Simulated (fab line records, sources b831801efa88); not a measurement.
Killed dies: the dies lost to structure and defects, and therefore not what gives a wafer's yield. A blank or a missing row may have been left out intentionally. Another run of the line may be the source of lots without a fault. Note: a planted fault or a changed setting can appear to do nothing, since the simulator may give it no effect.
Comparing a struck lot with a sound one || flow sky130 || 21 out of 708 route steps
Sound: wafers L722.1, L722.2, L722.6. Wafers struck: L739.1, L739.2, L739.3. At the end, the cause is stated.
At each step with rows: each side's tool, then ch and its chambers, then its first start. Under that, the readings that differ: sound wafers || struck wafers || difference of the means || sigmas: that difference in standard deviations of wafers without a fault.
alike: readings with means less than 2 such deviations apart, plus words and numbers identical on both sides. not compared: withheld readings, readings lacking a value on some wafer, bounds such as >300 that could conceal the same value, and numbers that have no deviation in the record and whose values overlap.
The two part at a step that has a row with sigmas, a row that says differs or no value, or rows on one side only. When numbers do not overlap yet have no deviation, they are printed without sigmas and do not part them. A reading that every wafer of one side lacks parts them only if that side has two wafers or more.

first, 1 step without rows for these wafers: SKY_FIELD_ISO_CVD_24 (deposits SiO2, target thk 595 nm, time 99.2 s).
SKY_FIELD_ISO_THK_MEAS_25:
  sound: film-metro-01 at day 2 14:24; struck: film-metro-01 at day 6 04:29
  alike: FIELD_ISO_CVD_24_THK
then, 1 step without rows for these wafers: SKY_FIELD_ISO_ANNEAL_26 (time 1800 s).
SKY_FIELD_ISO_CMP_27: polishes, stops on Si3N4, t overpolish 16 s, target thk 457.8 nm.
  sound on cmp-01 ch 1,2, day 2 15:58; struck on cmp-02 ch 1,2,3, day 6 06:06
  alike: motor-current-A, overpolish-run-s, time-to-endpoint-s
then, 5 steps without rows for these wafers: SKY_FIELD_ISO_WET_ETCH_28 (etches SiO2 in dHF, target depth 23.7 nm, time 47 s); SKY_FIELD_ISO_WET_ETCH_29 (etches Si3N4 in H3PO4, target depth 160 nm, time 1825 s); SKY_FIELD_ISO_WET_ETCH_30 (etches SiO2 in dHF, target depth 25 nm, time 50 s); SKY_NWELL_CLEAN_00 (cleans in SC1/SC2, time 150 s); SKY_NWELL_OXIDATION_01 (stabilise 600 s, purge 300 s, target thk 10 nm).
SKY_NWELL_THK_MEAS_02:
  sound: film-metro-03 at day 2 18:58; struck: film-metro-03 at day 6 08:26
  alike: NWELL_OXIDATION_THK
then, 2 steps without rows for these wafers: SKY_DNWELL_DEHYDRATE_00 (time 60 s); SKY_DNWELL_HMDS_01 (prime time 60 s).
SKY_DNWELL_COAT_02: resist thk 3000 nm.
  sound on litho-track-02 ch 0, day 3 02:22; struck on litho-track-03 ch 0, day 6 17:22
{"reading": "model.coat_of_DNWELL_COAT_02.thk-nm (nm)", "sound": "2997 3007 3004", "struck": "3132 3123 3141", "difference": "+129", "sigmas": ""}
then, 3 steps without rows for these wafers: SKY_DNWELL_SOFTBAKE_03; SKY_DNWELL_EXPOSE_04 (exposes mask DNM, target cd 3000 nm); SKY_DNWELL_PEB_05.
SKY_DNWELL_DEVELOP_06: develop time 60 s.
  sound: litho-track-01 ch 0; struck: litho-track-02 ch 0
{"reading": "model.coat_of_DNWELL_COAT_02.thk-nm (nm)", "sound": "2993 3003 2999", "struck": "3128 3119 3137", "difference": "+130", "sigmas": ""}
following that, these wafers have no rows for 1 step: SKY_DNWELL_IMPLANT_07.
SKY_DNWELL_STRIP_08: strips in O2/N2.
  sound on plasma-asher-03 ch 0,1, day 3 10:21; struck on plasma-asher-04 ch 0,1, day 7 03:28
{"reading": "strip-time-to-endpoint-s (s)", "sound": "36.88 37.01 36.96", "struck": "38.43 38.34 38.52", "difference": "+1.48", "sigmas": "+15"}
  alike: drypump-motor-current-A, oes-product-au
  not compared: rf-hours-counter-h
SKY_DNWELL_TW_MEAS_09:
  sound: film-metro-01 at day 3 10:27; struck: film-metro-04 at day 7 03:34
  alike: DNWELL_TW
-- the record jumps here: 43 days lie between the struck wafers' starts before and after (it left off in module DNWELL and takes up again in module PAD_OPEN, whose first step shown is number 708 of the route) --
SKY_PAD_OPEN_PROBE_99:
  sound: prober-02 at day 46 17:18; struck: prober-01 at day 50 01:59
{"reading": "model.etest.res-deep-nwell.width-nm (nm)", "sound": "3003 3001 2995", "struck": "2962 2950 2968", "difference": -40, "sigmas": ""}
  alike: killed_at_M0_to_M3, killed_at_M4_up, killed-at-contacts, killed-at-front-end, killed-at-other, killed-dies, killed-on-rim, killed-open, killed-short

## WHERE THEY PART
Within this record, at SKY_DNWELL_STRIP_08 only. Later steps at which nothing parts them and some readings are alike: SKY_DNWELL_TW_MEAS_09, SKY_PAD_OPEN_PROBE_99.

WHY: whatever the simulator had introduced
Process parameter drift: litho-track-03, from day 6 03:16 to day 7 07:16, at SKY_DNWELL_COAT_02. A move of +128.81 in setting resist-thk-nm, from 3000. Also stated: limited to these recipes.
